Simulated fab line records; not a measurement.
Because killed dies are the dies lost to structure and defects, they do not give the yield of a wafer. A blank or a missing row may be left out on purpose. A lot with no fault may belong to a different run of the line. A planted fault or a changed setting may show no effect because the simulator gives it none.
fab line records    flow sky130
record: lots: 6  wafers: 18  lastDay: 49
route steps=708 shown VIA3@585 METAL4@598
lots that met no fault: from a run of the same line without faults
startH: hours from the record's opening day to when the first of the lot's shown wafers began    waitH: time in hours since the lot's previous step    " same as the row above    L1.1+2: a row that stands for several wafers    - no value present, or no start provided    * or withheld: withheld    < > ~ a bound
route shown NAME@n: a module of which the file shows steps, and the number in the route of the first    usual: the fault-free wafers' mean and standard deviation    same: alike in all rows    chamber/n: place in a boat    sites: readings site by site    _std_site: the values' standard deviation    _edge_site: mean of outer sites minus mean of inner sites    radiusMm: for every site, how far away it sits from the centre of the wafer    mask NAME#n: copy n    behind: the most recent tool/chamber to have shaped the wafer    hold: why the lot was held/for how many hours/how that ended    device: whichever transistor did not switch (one of n, p or np)    end of line: the tests these same wafers got at the end of their route    a step with no rows: only its recipe    killed: not the wafer's yield, but the dies lost to structure and defects at the first sort    map: per-die view of a wafer (x killed, . not killed, _ where there is no die)
set.NAME: the setting as run; set.NAME@STEP: as run at that earlier step    model.NAME: the simulator's own value behind a step, which no gauge read
lots at some steps of the route; a table a step, a row a wafer
services: from which hour (startH, from the record's first day; less than 0 if before it) a tool's chamber was out of use, for how many hours, and why
== steps ==
step: SKY_VIA3_CD_MEAS_12
recipe: targetCdNm: 200
usual: cdNm: 200.7/1.1
lot.wafer  tool      chamber  startH   waitH  cdNm
L703.1     cdSem-02  -        967.50   -      202.6
L703.5     "         -        "        "      201.7
L703.6     "         -        "        "      202.3
L706.4     cdSem-02  -        984.89   -      198.3
L706.5     "         -        "        "      199.4
L706.6     "         -        "        "      198.4
L713.2     cdSem-01  -        1028.59  -      201.4
L713.3     "         -        "        "      200.6
L713.5     "         -        "        "      199.8
L717.4     cdSem-02  -        1048.93  -      200.2
L717.5     "         -        "        "      201.1
L717.6     "         -        "        "      201.4
L718.1     cdSem-01  -        1056.65  -      200.0
L718.5     "         -        "        "      200.3
L718.6     "         -        "        "      200.2
L719.1     cdSem-02  -        1064.30  -      200.9
L719.3     "         -        "        "      199.6
L719.4     "         -        "        "      200.2
step: SKY_VIA3_OVL_MEAS_13
usual: VIA3_OVL: 0/5.3
lot.wafer  tool        chamber  startH   waitH  VIA3_OVL[nm]
L703.1     overlay-02  -        967.62   0.1    -1
L703.5     "           -        "        "      8
L703.6     "           -        "        "      4
L706.4     overlay-01  -        984.97   0.1    3
L706.5     "           -        "        "      -11
L706.6     "           -        "        "      4
L713.2     overlay-01  -        1028.69  0.1    -9
L713.3     "           -        "        "      -6
L713.5     "           -        "        "      1
L717.4     overlay-01  -        1049.00  0.1    1
L717.5     "           -        "        "      -4
L717.6     "           -        "        "      2
L718.1     overlay-02  -        1056.77  0.1    -2
L718.5     "           -        "        "      -2
L718.6     "           -        "        "      5
L719.1     overlay-01  -        1064.42  0.1    -9
L719.3     "           -        "        "      -12
L719.4     "           -        "        "      -6
step: SKY_VIA3_ETCH_14
recipe: chemistry: N2/H2  target: BARC  ionEnergyEv: 200  sourceW: 500  biasW: 100  pressureMtorr: 30  n2FlowSccm: 100  h2FlowSccm: 200  stopOn: SiO2  timeS: 45.9  targetDepthA: 600
step: SKY_VIA3_ETCH_15
recipe: target: SiO2  chemistry: C4F8/O2/Ar  targetDepthNm: 507  stopOn: TiN  maskMaterial: KrF-thick  sourceW: 1500  biasW: 1200  pressureMtorr: 40  c4f8FlowSccm: withheld  O2_flow_sccm: 6  Ar_flow_sccm: 300  timeS: 78
usual: oesProductAu: 0.946/0.0051  rfFwdPowerW: 1490/5.8
same: timeS: 78
lot.wafer  tool        chamber  startH   waitH  oesProductAu  rfFwdPowerW  rfHoursCounterH
L703.1     rieDiel-02  0        967.70   0.0    0.947         1488         7
L703.5     "           0        "        "      0.951         1498         -
L703.6     "           1        "        "      0.941         1499         -
L706.4     rieDiel-02  2        985.03   0.0    0.946         1486         22
L706.5     "           2        "        "      0.944         1487         -
L706.6     "           1        "        "      0.939         1495         -
L713.2     rieDiel-03  2        1028.76  0.0    0.945         1485         14
L713.3     "           1        "        "      0.954         1489         25
L713.5     "           3        "        "      0.951         1495         -
L717.4     rieDiel-02  3        1049.09  0.0    0.944         1481         -
L717.5     "           1        "        "      0.951         1487         -
L717.6     "           0        "        "      0.942         1496         -
L718.1     rieDiel-01  1        1056.85  0.0    0.945         1489         15
L718.5     "           3        "        "      0.951         1487         -
L718.6     "           2        "        "      0.952         1485         -
L719.1     rieDiel-02  3        1064.50  0.0    0.943         1485         20
L719.3     "           2        "        "      0.945         1487         24
L719.4     "           0        "        "      0.937         1494         10
step: SKY_VIA3_STRIP_16
recipe: chemistry: O2/N2  powerW: 1400  pressureMtorr: 1500  platenTempC: withheld  o2FlowSccm: 3000  n2FlowSccm: 300  overashFraction: 0.5
usual: drypumpMotorCurrentA: 5.66/0.21  n2FlowSccm: 299.8/1  oesProductAu: 0.401/0.0046  stripTimeToEndpointS: 4.123/0.022
lot.wafer  tool            chamber  startH   waitH  drypumpMotorCurrentA  n2FlowSccm  oesProductAu  rfHoursCounterH  stripTimeToEndpointS
L703.1     plasmaAsher-01  1        967.76   0.0    5.75                  299.6       0.405         86               4.139
L703.5     "               0        "        "      5.76                  300.2       0.409         -                4.126
L703.6     "               1        "        "      5.73                  299.3       0.405         -                4.133
L706.4     plasmaAsher-04  1        985.12   0.1    5.67                  298.3       0.392         -                4.173
L706.5     "               0        "        "      5.30                  299.7       0.405         -                4.151
L706.6     "               1        "        "      5.66                  299.3       0.396         -                4.135
L713.2     plasmaAsher-03  1        1028.82  0.0    5.68                  300.1       0.404         116              4.102
L713.3     "               0        "        "      5.95                  298.6       0.402         -                4.107
L713.5     "               1        "        "      5.66                  300.7       0.402         -                4.089
L717.4     plasmaAsher-04  1        1049.16  0.0    5.65                  300.3       0.405         -                4.121
L717.5     "               0        "        "      5.30                  299.4       0.407         -                4.134
L717.6     "               1        "        "      5.65                  300.5       0.398         -                4.117
L718.1     plasmaAsher-04  0        1056.91  0.0    5.28                  299.8       0.400         32               4.112
L718.5     "               0        "        "      5.30                  297.8       0.400         -                4.129
L718.6     "               1        "        "      5.64                  299.0       0.398         -                4.143
L719.1     plasmaAsher-03  0        1064.56  0.0    5.97                  300.3       0.399         0                4.096
L719.3     "               1        "        "      5.66                  299.7       0.401         -                4.141
L719.4     "               0        "        "      5.98                  299.5       0.393         -                4.124
step: SKY_VIA3_STRIP_17
recipe: chemistry: postEtchResidueRemover  timeS: 1200  tempC: 72.5
step: SKY_VIA3_CLEAN_18
recipe: chemistry: IPA  timeS: 180  tempC: 25
step: SKY_VIA3_CLEAN_19
recipe: chemistry: O3/DIW  dry: n2Spin
step: SKY_VIA3_SPUTTER_20
recipe: material: TiN  targetThkNm: 20  chamberPressurePa: 5  powerW: 4000  timeS: 80
usual: throttleValvePct: 30.3/1.6
same: timeS: 80
lot.wafer  tool           chamber  startH   waitH  throttleValvePct
L703.1     pvdSputter-01  -        968.37   0.0    31.2
L703.5     "              -        "        "      31.2
L703.6     "              -        "        "      27.9
L706.4     pvdSputter-01  -        985.69   0.0    31.4
L706.5     "              -        "        "      30.1
L706.6     "              -        "        "      27.7
L713.2     pvdSputter-04  -        1029.45  0.0    31.8
L713.3     "              -        "        "      29.8
L713.5     "              -        "        "      30.0
L717.4     pvdSputter-03  -        1049.76  0.0    33.0
L717.5     "              -        "        "      33.2
L717.6     "              -        "        "      31.1
L718.1     pvdSputter-03  -        1057.50  0.0    31.4
L718.5     "              -        "        "      33.0
L718.6     "              -        "        "      29.5
L719.1     pvdSputter-03  -        1065.15  0.0    29.5
L719.3     "              -        "        "      31.6
L719.4     "              -        "        "      31.5
step: SKY_VIA3_CVD_21
recipe: material: W  targetThkNm: 390  timeS: 117.31  tempC: 400  pressureTorr: 40
usual: heaterPowerW: 830/44
same: timeS: 117.31
lot.wafer  tool     chamber  startH   waitH  heaterPowerW
L703.1     cvdW-02  0        968.44   0.0    773
L703.5     "        0        "        "      784
L703.6     "        1        "        "      868
L706.4     cvdW-01  1        985.79   0.1    865
L706.5     "        0        "        "      820
L706.6     "        1        "        "      833
L713.2     cvdW-01  1        1029.51  0.0    826
L713.3     "        0        "        "      813
L713.5     "        1        "        "      870
L717.4     cvdW-02  1        1049.86  0.1    878
L717.5     "        0        "        "      794
L717.6     "        1        "        "      906
L718.1     cvdW-01  1        1057.56  0.0    848
L718.5     "        0        "        "      830
L718.6     "        1        "        "      860
L719.1     cvdW-02  0        1065.21  0.0    781
L719.3     "        1        "        "      886
L719.4     "        0        "        "      751
step: SKY_VIA3_RS_MEAS_22
recipe: thkMeasGauge: four-point-probe  reads: W_of_VIA3_CVD_21+TiN_of_VIA3_SPUTTER_20
usual: VIA3_W_RS: 0.292/0.0046
lot.wafer  tool          chamber  startH   waitH  VIA3_W_RS[ohm/sq]
L703.1     filmMetro-03  -        968.56   0.1    0.296
L703.5     "             -        "        "      0.296
L703.6     "             -        "        "      0.297
L706.4     filmMetro-01  -        985.93   0.1    0.294
L706.5     "             -        "        "      0.285
L706.6     "             -        "        "      0.294
L713.2     filmMetro-03  -        1029.66  0.1    0.294
L713.3     "             -        "        "      0.287
L713.5     "             -        "        "      0.295
L717.4     filmMetro-03  -        1050.00  0.1    0.293
L717.5     "             -        "        "      0.295
L717.6     "             -        "        "      0.298
L718.1     filmMetro-01  -        1057.69  0.1    0.293
L718.5     "             -        "        "      0.285
L718.6     "             -        "        "      0.294
L719.1     filmMetro-02  -        1065.34  0.1    0.294
L719.3     "             -        "        "      0.296
L719.4     "             -        "        "      0.296
step: SKY_VIA3_THK_MEAS_23
recipe: thkMeasGauge: xrf  reads: W_of_VIA3_CVD_21
usual: VIA3_W_THK: 386/6.6
lot.wafer  tool          chamber  startH   waitH  VIA3_W_THK[nm]
L703.1     filmMetro-03  -        968.68   0.1    388
L703.5     "             -        "        "      389
L703.6     "             -        "        "      384
L706.4     filmMetro-01  -        986.02   0.1    383
L706.5     "             -        "        "      395
L706.6     "             -        "        "      382
L713.2     filmMetro-03  -        1029.77  0.1    386
L713.3     "             -        "        "      395
L713.5     "             -        "        "      385
L717.4     filmMetro-03  -        1050.09  0.1    383
L717.5     "             -        "        "      383
L717.6     "             -        "        "      379
L718.1     filmMetro-01  -        1057.81  0.1    387
L718.5     "             -        "        "      395
L718.6     "             -        "        "      382
L719.1     filmMetro-02  -        1065.46  0.1    379
L719.3     "             -        "        "      376
L719.4     "             -        "        "      377
step: SKY_VIA3_CMP_24
recipe: stopOn: SiO2  tOverpolishS: 20  downForcePsi: 3.5  platenRpm: 60  targetThkNm: 0  padVelocityMS: 0.94248
usual: motorCurrentA: 11.0/1  overpolishRunS: 20.000/0.0099  slurryFilterDpKPa: 13.51/0.14  slurryFlowMlMin: 150.0/0.49  timeToEndpointS: 93/3.5
lot.wafer  tool    chamber  startH   waitH  motorCurrentA  overpolishRunS  slurryFilterDpKPa  slurryFlowMlMin  timeToEndpointS
L703.1     cmp-01  0        968.89   0.2    12.6           20.008          13.77              150.1            89
L703.5     "       1        "        "      10.6           20.032          13.68              150.2            94
L703.6     "       2        "        "      12.7           20.007          13.56              150.2            94
L706.4     cmp-01  1        986.20   0.2    10.5           20.011          13.62              150.4            87
L706.5     "       2        "        "      11.6           20.007          13.33              150.1            90
L706.6     "       3        "        "      11.0           20.000          13.58              150.7            84
L713.3     cmp-01  1        1029.87  0.1    10.4           19.993          13.40              149.9            94
L713.2     "       2        "        "      11.9           20.006          13.24              150.0            97
L713.5     "       0        "        "      12.4           0.042           13.52              150.3            148
L717.4     cmp-02  1        1050.22  0.1    11.0           20.004          13.60              150.1            95
L717.5     "       3        "        "      10.8           19.986          13.55              150.3            97
L717.6     "       0        "        "      10.7           19.971          13.62              150.1            95
L718.1     cmp-02  3        1057.92  0.1    10.3           19.992          13.48              150.0            95
L718.6     "       2        "        "      9.2            20.013          13.37              149.4            94
L718.5     "       3        "        "      10.3           20.005          13.43              150.0            96
L719.4     cmp-01  2        1065.52  0.0    12.4           0.041           13.48              150.6            148
L719.1     "       3        "        "      10.6           19.993          13.75              150.4            92
L719.3     "       1        "        "      10.9           20.008          13.50              150.1            93
step: SKY_METAL4_SPUTTER_00
recipe: material: Ti  targetThkNm: 15  powerW: 3000  timeS: 10  chamberPressurePa: 0.4
usual: throttleValvePct: 30.4/1.2
same: timeS: 10
lot.wafer  tool           chamber  startH   waitH  throttleValvePct
L703.1     pvdSputter-04  -        969.04   0.1    29.4
L703.5     "              -        "        "      28.5
L703.6     "              -        "        "      29.5
L706.4     pvdSputter-01  -        986.35   0.1    30.0
L706.5     "              -        "        "      30.0
L706.6     "              -        "        "      31.3
L713.2     pvdSputter-02  -        1030.12  0.1    29.2
L713.3     "              -        "        "      32.1
L717.4     pvdSputter-02  -        1050.42  0.1    28.9
L717.5     "              -        "        "      29.1
L717.6     "              -        "        "      32.1
L718.1     pvdSputter-04  -        1058.17  0.2    29.8
L718.5     "              -        "        "      29.8
L718.6     "              -        "        "      31.9
L719.1     pvdSputter-04  -        1065.82  0.2    29.7
L719.3     "              -        "        "      31.9
== services ==
tool            chamber  startH   hours  kind
rieDiel-03      2        948.06   3.2    repair
rieDiel-01      -        955.43   2.8    pm
pvdSputter-01   -        957.74   1.2    repair
pvdSputter-03   -        958.76   12.5   repair
rieDiel-02      -        963.34   2.8    pm
cmp-02          -        970.90   11.5   pm
plasmaAsher-03  -        972.97   1.6    repair
plasmaAsher-01  -        982.05   14.0   repair
plasmaAsher-01  -        985.93   11.8   repair
pvdSputter-01   -        988.33   20.5   repair
cmp-01          -        991.06   3.6    repair
rieDiel-03      1        991.65   13.5   repair
cvdW-02         1        993.24   15.1   repair
cvdW-02         -        995.53   2.2    repair
cmp-02          -        1009.17  2.3    repair
cmp-02          -        1026.43  2.1    repair
plasmaAsher-03  -        1026.99  1.8    repair
cmp-01          -        1036.35  3.8    repair
cmp-01          -        1036.82  4.3    repair
cmp-01          -        1038.90  1.0    repair
rieDiel-02      2        1042.07  14.4   repair
pvdSputter-03   -        1049.97  4.4    repair
pvdSputter-02   -        1054.55  13.2   repair
plasmaAsher-03  -        1055.25  9.0    pm
== key ==
firstSign: step: SKY_VIA3_CMP_24  reading: overpolishRunS  direction: down  sigmas: 99+  usual: 20.000  struck: 0.042
effect: step: SKY_VIA3_CMP_24  reading: timeToEndpointS  direction: up  sigmas: 16  usual: *  struck: *
metAt SKY_VIA3_CMP_24
struckWafers L713.5,L719.4
laterRowsLeftOut L713.5,L719.4
sortLeftOut L713.5,L719.4
onsetBetween 986.20 1029.87
fault: kind: processParameterDrift  tool: cmp-01  chamber: -  onsetH: 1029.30  steps: SKY_VIA3_CMP_24  channel: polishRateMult  offset: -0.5  shape: step  endH: 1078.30  scope: struckWafersOnly
sortLeftOut: the simulated sort isn't trusted on such a fault, so these wafers' sort isn't shown, and their yield isn't known
laterRowsLeftOut: the simulator's readings of these wafers behind a module that went badly wrong aren't trusted and aren't shown, but for the sort
